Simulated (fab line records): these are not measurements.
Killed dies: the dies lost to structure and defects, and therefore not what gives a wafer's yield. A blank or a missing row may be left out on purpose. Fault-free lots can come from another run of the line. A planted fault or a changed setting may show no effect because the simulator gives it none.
Chamber matching :: flow sky130 :: SKY_VIA3_CMP_24 on cmp-02 has 4 sister chambers
The step polishes, stops on SiO2, t overpolish 20 s, target thk 0 nm. 7 wafers are shown with their chamber, then 7 later ones without.

== WAFERS PAIRED WITH THEIR CHAMBERS ==
wafer: L700.5
chamber: 2
motor-current-A (A): 12.6
platen-rpm (rpm): 59.93

wafer: L706.3
chamber: 3
motor-current-A (A): 12.9
platen-rpm (rpm): 60.04

wafer: L706.4
chamber: 1
motor-current-A (A): 12.1
platen-rpm (rpm): 60.01

wafer: L715.5
chamber: 0
motor-current-A (A): 11.4
platen-rpm (rpm): 60.03

wafer: L715.6
chamber: 1
motor-current-A (A): 11.9
platen-rpm (rpm): 60.02

wafer: L716.2
chamber: 3
motor-current-A (A): 13.1
platen-rpm (rpm): 60.07

wafer: L716.5
chamber: 0
motor-current-A (A): 11.6
platen-rpm (rpm): 59.99

== WAFERS WITH NO CHAMBER GIVEN ==
wafer: L716.6
motor-current-A (A): 12.8
platen-rpm (rpm): 59.98

wafer: L719.1
motor-current-A (A): 12.3
platen-rpm (rpm): 60.02

wafer: L719.3
motor-current-A (A): 11.5
platen-rpm (rpm): 59.95

wafer: L719.5
motor-current-A (A): 12.2
platen-rpm (rpm): 60.02

wafer: L720.1
motor-current-A (A): 12.0
platen-rpm (rpm): 60.02

wafer: L720.2
motor-current-A (A): 11.0
platen-rpm (rpm): 59.96

wafer: L720.5
motor-current-A (A): 11.7
platen-rpm (rpm): 60.05

== THE CHAMBER EACH PASSED THROUGH ==
wafer: L716.6
from the rows above: can't be placed: 2 or 3
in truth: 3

wafer: L719.1
from the rows above: 1
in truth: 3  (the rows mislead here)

wafer: L719.3
from the rows above: can't be placed: 0 or 1
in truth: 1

wafer: L719.5
from the rows above: 1
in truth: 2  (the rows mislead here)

wafer: L720.1
from the rows above: 1
in truth: 1

wafer: L720.2
from the rows above: 0
in truth: 0

wafer: L720.5
from the rows above: can't be placed: 0 or 1
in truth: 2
Correct placement for 2 of the 7. Unplaceable from these rows: 3, with the true chamber sitting among the candidates in 2. Wrongly placed: 2.
How it was worked out, from the rows above alone: a wafer's distance from a chamber is the root of the sum, over the readings, of the square of ((its reading less the chamber's mean) divided by the reading's scatter). The wafer belongs to the nearest chamber; if the next one is less than 2 further off, it can't be placed. For every chamber, the mean is computed from those of its wafers that are shown. How the scatter is found: for the shown wafers, subtract from each reading the mean of its chamber, square and add these, divide the total by (wafers less chambers), then take the root.
